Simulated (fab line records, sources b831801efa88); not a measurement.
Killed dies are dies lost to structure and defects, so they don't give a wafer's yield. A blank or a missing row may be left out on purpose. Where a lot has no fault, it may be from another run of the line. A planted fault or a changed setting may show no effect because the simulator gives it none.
Chamber matching ; flow sky130 ; SKY_CONTACT_CMP_27 on cmp-01: 4 sister chambers
The step polishes, stops on SiO2, t overpolish 15 s, target thk 0 nm. 4 wafers are shown with their chamber, then 7 later ones without.

== WAFERS WITH THEIR CHAMBER ==
wafer;chamber;motor current A (A)
L838.1;0;11.0
L854.3;2;9.8
L855.3;3;10.5
L855.4;1;10.9

== WAFERS WITHOUT THEIR CHAMBER ==
wafer;motor current A (A)
L855.6;10.8
L858.1;9.6
L858.4;11.2
L858.6;9.8
L860.2;10.7
L860.5;9.7
L860.6;11.2

== THE CHAMBER EACH PASSED THROUGH ==
wafer;from the rows above;in truth
L855.6;can't be placed: 1 or 0 or 3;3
L858.1;2;2
L858.4;can't be placed: 0 or 1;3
L858.6;2;2
L860.2;can't be placed: 3 or 1 or 0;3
L860.5;2;2
L860.6;can't be placed: 0 or 1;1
Correct placement for 3 of the 7. Not placeable from these rows: 4 (in 3, the candidates include the true chamber). Wrongly placed: 0.
How it was worked out, from the rows above alone: a wafer's distance from a chamber is the root of the sum, over the readings, of the square of ((its reading less the chamber's mean) divided by the reading's scatter). The wafer belongs to the nearest chamber; if the next one is less than 2 further off, it can't be placed. A chamber's mean is the mean of its shown wafers. The scatter: with one shown wafer a chamber, the root of the mean of the squares of how far each hidden wafer lies from its nearest shown one.
